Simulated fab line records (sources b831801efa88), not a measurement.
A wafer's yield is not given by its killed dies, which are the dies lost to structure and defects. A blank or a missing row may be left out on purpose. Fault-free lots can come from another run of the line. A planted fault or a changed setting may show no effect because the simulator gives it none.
fab line records | flow sky130
[record] lots = 11 wafers = 33 last_day = 49
route steps=708 shown VIA3@586 CAP2M@603
lots untouched by any fault: they come from a run of this same line in which no faults occurred
start_h: start of the lot's first displayed wafer, in hours after the record's first day | wait_h: hours since the lot's step before | " same as the row above | L1.1+2: several wafers, shown together as one row | - no value, or no start was given | * or withheld: withheld | < > ~ a bound
route shown NAME@n: names a module that has steps shown in the file, with the first one's number in the route | usual: the fault-free wafers' mean and standard deviation | same: alike in all rows | chamber/n: place in a boat | sites: readings site by site | _std_site: standard deviation of those values | _edge_site: the outer-site mean with the inner-site mean subtracted | radius_mm: for every site, how far away it sits from the centre of the wafer | mask NAME#n: copy n | behind: tool/chamber where the wafer was last shaped | hold: cause of the lot's hold/its duration in hours/its outcome | device: the transistor (n, p or np) that didn't switch | end of line: at the end of the route, the tests of the same wafers | a step with no rows: only its recipe | killed: dies that structure and defects cost at the first sort, which is not the same as the wafer's yield | map: the dies of a wafer, with x for killed, . for not killed, _ for no die there
set.NAME: the setting the step ran with; set.NAME@STEP: the setting that earlier step ran with | model.NAME: the simulator's own value behind a step, which no gauge read
a sample of lots followed through the steps of the route, with each step as a table and each wafer as a row
services: when a tool's chamber went out of use (start_h, in hours from the record's first day, below 0 if earlier), for how many hours, and the reason
[[steps]]
[step SKY_VIA3_OVL_MEAS_13]
[usual] VIA3_OVL = -4/4.9
// columns lot.wafer tool chamber start_h wait_h VIA3_OVL[nm]
L498.2 overlay-01 - 952.22 0.1 -12
L498.3 " - " " -13
L498.5 " - " " -6
L500.2 overlay-01 - 958.02 0.1 0
L500.3 " - " " -13
L500.5 " - " " -3
L501.1 overlay-01 - 958.57 0.1 -9
L501.2 " - " " -5
L501.5 " - " " -4
L503.1 overlay-01 - 961.21 0.1 2
L503.2 " - " " -5
L503.6 " - " " -7
L504.1 overlay-01 - 977.71 0.1 -7
L504.2 " - " " -8
L504.3 " - " " -8
L505.2 overlay-02 - 980.82 0.1 -2
L505.3 " - " " -4
L505.4 " - " " -8
L508.2 overlay-02 - 996.87 0.1 -5
L508.4 " - " " -7
L508.5 " - " " -3
L510.1 overlay-01 - 1011.81 0.1 -7
L510.2 " - " " -2
L510.6 " - " " -3
L511.1 overlay-02 - 1013.32 0.1 -4
L511.2 " - " " 1
L511.5 " - " " -1
L516.1 overlay-02 - 1057.86 0.1 -6
L516.5 " - " " -2
L516.6 " - " " -7
L518.1 overlay-01 - 1063.76 0.1 -5
L518.2 " - " " -3
L518.6 " - " " 1
[step SKY_VIA3_THK_MEAS_23]
[recipe] thk_meas_gauge = xrf reads = W_of_VIA3_CVD_21
[usual] VIA3_W_THK = 408/5.9
// columns lot.wafer tool chamber start_h wait_h VIA3_W_THK[nm]
L498.2 film_metro-03 - 953.30 0.1 413
L498.3 " - " " 408
L498.5 " - " " 411
L500.2 film_metro-01 - 959.06 0.1 404
L500.3 " - " " 401
L500.5 " - " " 401
L501.1 film_metro-04 - 959.61 0.1 405
L501.2 " - " " 405
L501.5 " - " " 397
L503.1 film_metro-01 - 962.25 0.1 417
L503.2 " - " " 410
L503.6 " - " " 407
L504.1 film_metro-04 - 978.80 0.1 401
L504.2 " - " " 411
L504.3 " - " " 407
L505.2 film_metro-03 - 981.87 0.1 406
L505.3 " - " " 408
L505.4 " - " " 415
L508.2 film_metro-01 - 997.94 0.1 416
L508.4 " - " " 414
L508.5 " - " " 404
L510.1 film_metro-03 - 1012.88 0.1 419
L510.2 " - " " 407
L510.6 " - " " 410
L511.1 film_metro-03 - 1014.39 0.1 411
L511.2 " - " " 412
L511.5 " - " " 411
L516.1 film_metro-01 - 1063.14 0.1 401
L516.5 " - " " 411
L516.6 " - " " 408
L518.1 film_metro-03 - 1064.80 0.1 411
L518.2 " - " " 413
L518.6 " - " " 411
[step SKY_CAP2M_CVD_00]
[recipe] material = SiO2 target_thk_nm = 15.5 temp_c = 400 time_s = withheld rf_w = 450
[usual] heater_power_w = 729/83
// columns lot.wafer tool chamber start_h wait_h heater_power_w
L498.2 pecvd-04 0 954.04 0.0 639
L498.3 " 1 " " 730
L498.5 " 0 " " 622
L500.2 pecvd-03 0 959.56 0.0 793
L500.3 " 1 " " 739
L500.5 " 0 " " 803
L501.1 pecvd-04 0 960.12 0.0 739
L501.2 " 2 " " 586
L501.5 " 0 " " 721
L503.1 pecvd-04 2 962.76 0.0 653
L503.2 " 0 " " 676
L503.6 " 0 " " 689
L504.1 pecvd-04 1 979.31 0.0 774
L504.2 " 0 " " 625
L504.3 " 2 " " 550
L505.2 pecvd-01 0 982.44 0.0 758
L505.3 " 0 " " 765
L505.4 " 1 " " 745
L508.2 pecvd-01 1 998.44 0.0 657
L508.4 " 0 " " 690
L508.5 " 1 " " 654
L510.1 pecvd-04 1 1013.39 0.0 737
L510.2 " 0 " " 700
L510.6 " 0 " " 687
L511.1 pecvd-01 0 1014.90 0.0 830
L511.2 " 1 " " 684
L511.5 " 2 " " 592
L516.1 pecvd-03 0 1063.69 0.0 806
L516.5 " 2 " " 915
L516.6 " 1 " " 764
L518.1 pecvd-04 1 1065.36 0.0 752
L518.2 " 0 " " 721
L518.6 " 0 " " 723
[step SKY_CAP2M_SPUTTER_02]
[recipe] material = TiN target_thk_nm = 200 temp_c = 300 power_w = 6500 time_s = 166.7 chamber_pressure_pa = 0.4
[usual] throttle_valve_pct = 30.0/0.89
// columns lot.wafer tool chamber start_h wait_h throttle_valve_pct
L498.2 pvd_sputter-02 - 954.12 0.0 29.3
L498.3 " - " " 30.6
L498.5 " - " " 30.6
L500.2 pvd_sputter-02 - 959.65 0.0 30.6
L500.3 " - " " 30.5
L500.5 " - " " 28.9
L501.1 pvd_sputter-04 - 960.20 0.1 30.8
L501.2 " - " " 31.0
L501.5 " - " " 28.0
L503.1 pvd_sputter-03 - 962.84 0.1 30.4
L503.2 " - " " 28.4
L503.6 " - " " 28.7
L504.1 pvd_sputter-03 - 979.39 0.1 28.8
L504.2 " - " " 30.3
L504.3 " - " " 29.4
L505.2 pvd_sputter-04 - 982.54 0.0 30.9
L505.3 " - " " 30.6
L505.4 " - " " 27.7
L508.2 pvd_sputter-02 - 998.54 0.0 28.8
L508.4 " - " " 30.7
L508.5 " - " " 30.4
L510.1 pvd_sputter-02 - 1013.47 0.1 30.6
L510.2 " - " " 30.3
L510.6 " - " " 29.4
L511.1 pvd_sputter-02 - 1014.98 0.1 30.6
L511.2 " - " " 30.7
L511.5 " - " " 30.3
L516.1 pvd_sputter-04 - 1063.77 0.1 27.9
L516.5 " - " " 31.2
L516.6 " - " " 28.0
L518.1 pvd_sputter-03 - 1065.44 0.1 30.2
L518.2 " - " " 31.7
L518.6 " - " " 31.5
[step SKY_CAP2M_RS_MEAS_03]
[recipe] thk_meas_gauge = four-point-probe reads = TiN_of_CAP2M_SPUTTER_02
[usual] CAP2M_TIN_RS = 6.89/0.064
// columns lot.wafer tool chamber start_h wait_h hold CAP2M_TIN_RS[ohm/sq]
L498.2 film_metro-01 - 954.25 0.1 - 6.96
L498.3 " - " " - 6.97
L498.5 " - " " - 6.91
L500.2 film_metro-03 - 959.78 0.1 - 6.80
L500.3 " - " " - 6.79
L500.5 " - " " - 6.81
L501.1 film_metro-02 - 960.31 0.1 - 6.87
L501.2 " - " " - 6.92
L501.5 " - " " - 6.83
L503.1 film_metro-03 - 962.95 0.1 - 6.93
L503.2 " - " " - 6.96
L503.6 " - " " - 7.05
L504.1 film_metro-02 - 979.50 0.1 - 6.94
L504.2 " - " " - 6.93
L504.3 " - " " - 6.93
L505.2 film_metro-03 - 982.67 0.1 - 6.94
L505.3 " - " " - 6.97
L505.4 " - " " - 6.94
L508.2 film_metro-03 - 998.66 0.1 - 6.86
L508.4 " - " " - 6.92
L508.5 " - " " - 6.87
L510.1 film_metro-02 - 1013.58 0.1 await_dispo/0.2h/release 6.39
L510.2 " - " " await_dispo/0.2h/release 6.34
L510.6 " - " " await_dispo/0.2h/release 6.37
L510.1 film_metro-02 - 1013.87 0.3 - 6.38
L510.2 " - " " - 6.35
L510.6 " - " " - 6.37
L511.1 film_metro-02 - 1015.09 0.1 await_dispo/0.2h/release 6.36
L511.2 " - " " await_dispo/0.2h/release 6.42
L511.5 " - " " await_dispo/0.2h/release 6.38
L511.1 film_metro-02 - 1015.40 0.3 - 6.36
L511.2 " - " " - 6.43
L511.5 " - " " - 6.37
L516.1 film_metro-02 - 1063.88 0.1 - 6.82
L516.5 " - " " - 6.91
L516.6 " - " " - 6.79
L518.1 film_metro-03 - 1065.55 0.1 - 6.85
L518.2 " - " " - 6.88
L518.6 " - " " - 6.92
[step SKY_CAP2M_THK_MEAS_04]
[recipe] thk_meas_gauge = xrf reads = TiN_of_CAP2M_SPUTTER_02
[usual] CAP2M_TIN_THK = 201.0/2.2
// columns lot.wafer tool chamber start_h wait_h hold CAP2M_TIN_THK[nm]
L498.2 film_metro-01 - 954.36 0.1 - 200.3
L498.3 " - " " - 199.2
L498.5 " - " " - 201.8
L500.2 film_metro-03 - 959.89 0.1 - 205.6
L500.3 " - " " - 204.1
L500.5 " - " " - 204.1
L501.1 film_metro-02 - 960.43 0.1 - 199.1
L501.2 " - " " - 197.7
L501.5 " - " " - 200.3
L503.1 film_metro-03 - 963.07 0.1 - 199.3
L503.2 " - " " - 198.2
L503.6 " - " " - 195.1
L504.1 film_metro-02 - 979.62 0.1 - 197.7
L504.2 " - " " - 197.8
L504.3 " - " " - 198.0
L505.2 film_metro-03 - 982.78 0.1 - 199.2
L505.3 " - " " - 197.6
L505.4 " - " " - 199.9
L508.2 film_metro-03 - 998.77 0.1 - 202.1
L508.4 " - " " - 201.2
L508.5 " - " " - 202.8
L511.1 film_metro-02 - 1016.91 1.5 await_dispo/0.2h/release 216.2
L511.2 " - " " await_dispo/0.2h/release 214.8
L511.5 " - " " await_dispo/0.2h/release 215.6
L511.1 film_metro-02 - 1017.13 0.2 - 215.7
L511.2 " - " " - 214.2
L511.5 " - " " - 216.1
L510.1 film_metro-02 - 1017.19 3.3 await_dispo/0.2h/release 216.1
L510.2 " - " " await_dispo/0.2h/release 216.1
L510.6 " - " " await_dispo/0.2h/release 216.6
L510.1 film_metro-02 - 1017.42 0.2 - 216.4
L510.2 " - " " - 217.7
L510.6 " - " " - 216.9
L516.1 film_metro-02 - 1064.00 0.1 - 201.7
L516.5 " - " " - 199.2
L516.6 " - " " - 203.0
L518.1 film_metro-03 - 1065.67 0.1 - 202.7
L518.2 " - " " - 202.0
L518.6 " - " " - 201.6
[step SKY_CAP2M_METAL_ETCH_13]
[recipe] target_depth_nm = 220 stop_on = SiO2 chemistry = Cl2/BCl3 target = TiN pressure_mtorr = 10 icp_w = 900 bias_w = 48.5 Cl2_flow_sccm = 60 bcl3_flow_sccm = 30 time_s = 62.9
[usual] drypump_motor_current_A = 5.8/0.39 oes_product_au = 0.942/0.007 throttle_valve_pct = 21.901/0.01
// columns lot.wafer tool chamber start_h wait_h drypump_motor_current_A oes_product_au rf_hours_counter_h throttle_valve_pct
L498.2 rie_metal-01 0 977.48 0.0 6.0 0.939 11 21.901
L498.3 " 1 " " 6.4 0.935 - 21.904
L498.5 " 0 " " 6.0 0.944 - 21.896
L500.2 rie_metal-02 1 982.93 0.0 5.7 0.955 10 21.894
L500.3 " 1 " " 5.7 0.954 - 21.889
L500.5 " 0 " " 5.0 0.948 - 21.891
L501.1 rie_metal-03 0 983.23 0.0 5.6 0.940 10 21.902
L501.2 " 1 " " 6.0 0.937 8 21.914
L501.5 " 1 " " 5.9 0.952 - 21.901
L503.1 rie_metal-02 1 986.53 0.0 5.7 0.945 10 21.902
L503.2 " 0 " " 5.0 0.936 13 21.926
L503.6 " 1 " " 5.7 0.928 - 21.912
L504.1 rie_metal-02 0 1003.08 0.0 5.0 0.930 13 21.901
L504.2 " 1 " " 5.7 0.937 11 21.879
L504.3 " 1 " " 5.7 0.941 - 21.898
L505.2 rie_metal-03 0 1005.89 0.0 5.5 0.942 11 21.902
L505.3 " 1 " " 5.9 0.932 - 21.895
L505.4 " 0 " " 5.5 0.947 - 21.899
L508.2 rie_metal-03 0 1021.38 0.0 5.5 0.940 12 21.903
L508.4 " 0 " " 5.5 0.937 - 21.906
L508.5 " 1 " " 5.9 0.946 - 21.899
L510.1 rie_metal-01 1 1036.58 0.0 6.4 0.984 1 21.880
L510.2 " 0 " " 6.0 0.992 16 21.882
L510.6 " 1 " " 6.4 0.978 - 21.873
L511.1 rie_metal-01 1 1037.23 0.0 6.4 0.987 1 21.885
L511.2 " 0 " " 6.0 0.981 16 21.876
L511.5 " 1 " " 6.4 0.995 - 21.870
L516.1 rie_metal-03 0 1085.33 0.0 5.5 0.947 17 21.902
L516.5 " 0 " " 5.6 0.939 - 21.894
L516.6 " 1 " " 5.9 0.943 - 21.891
L518.1 rie_metal-01 0 1086.68 0.0 6.0 0.947 19 21.901
L518.2 " 1 " " 6.4 0.945 4 21.909
L518.6 " 1 " " 6.4 0.946 - 21.914
[[services]]
// columns tool chamber start_h hours kind
pecvd-04 - 932.33 1.2 repair
pecvd-03 1 933.47 9.2 repair
pvd_sputter-02 0 941.21 - consumable_replace:kit
pvd_sputter-02 0 941.21 18.0 scheduled_down
pvd_sputter-02 0 941.21 18.0 vent_cycle
rie_metal-03 - 947.65 15.6 pm
pecvd-04 0 963.20 14.9 repair
pecvd-01 2 974.34 16.6 repair
rie_metal-02 0 975.74 1.5 repair
rie_metal-02 - 976.68 0.6 repair
pvd_sputter-02 - 983.41 1.5 repair
rie_metal-02 0 994.43 4.1 repair
pvd_sputter-02 - 995.85 1.8 repair
rie_metal-01 1 1002.47 - clean
rie_metal-01 1 1002.47 20.2 scheduled_down
rie_metal-03 1 1032.42 8.9 repair
pvd_sputter-04 - 1039.84 1.3 repair
rie_metal-01 1 1051.60 5.9 repair
pvd_sputter-02 3 1068.93 - consumable_replace:kit
pvd_sputter-02 3 1068.93 18.0 scheduled_down
pvd_sputter-02 3 1068.93 18.0 vent_cycle
pvd_sputter-03 - 1070.13 1.3 repair
pvd_sputter-03 - 1079.80 0.9 repair
pecvd-04 1 1085.87 5.5 scheduled_down
[[key]]
[first_sign] step = SKY_CAP2M_RS_MEAS_03 reading = visit direction = added
[effect] step = SKY_CAP2M_RS_MEAS_03 reading = CAP2M_TIN_RS direction = down sigmas = 8 usual = 6.89 struck = 6.38
[effect] step = SKY_CAP2M_THK_MEAS_04 reading = visit direction = added
[effect] step = SKY_CAP2M_THK_MEAS_04 reading = CAP2M_TIN_THK direction = up sigmas = 6.9 usual = 201.0 struck = 215.9
[effect] step = SKY_CAP2M_METAL_ETCH_13 reading = oes_product_au direction = up sigmas = 6.3 usual = 0.942 struck = 0.986
met_at SKY_CAP2M_SPUTTER_02
struck_lots L510,L511
tester_left_out L510,L511
not_acting_at SKY_VIA3_OVL_MEAS_13,SKY_VIA3_THK_MEAS_23,SKY_CAP2M_CVD_00
onset_between 998.54 1013.47
[earlier_fault] kind = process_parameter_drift tool = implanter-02 chamber = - onset_h = 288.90 steps = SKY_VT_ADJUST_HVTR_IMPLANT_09 channel = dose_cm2 offset = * shape = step end_h = 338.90 acts_in = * stated = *
[fault] kind = process_parameter_drift tool = pvd_sputter-02 chamber = - onset_h = 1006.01 steps = SKY_CAP2M_SPUTTER_02 channel = target_thk_nm offset = 13.916 shape = step acts_in = these_recipes_only stated = 200
// tester_left_out: of these lots the tester's yield and bins aren't shown, on N5 and GAA mostly nor the transistor test; their killed dies are dies lost to structure and defects alone, not to doping, threshold or leakage, so they don't give the yield
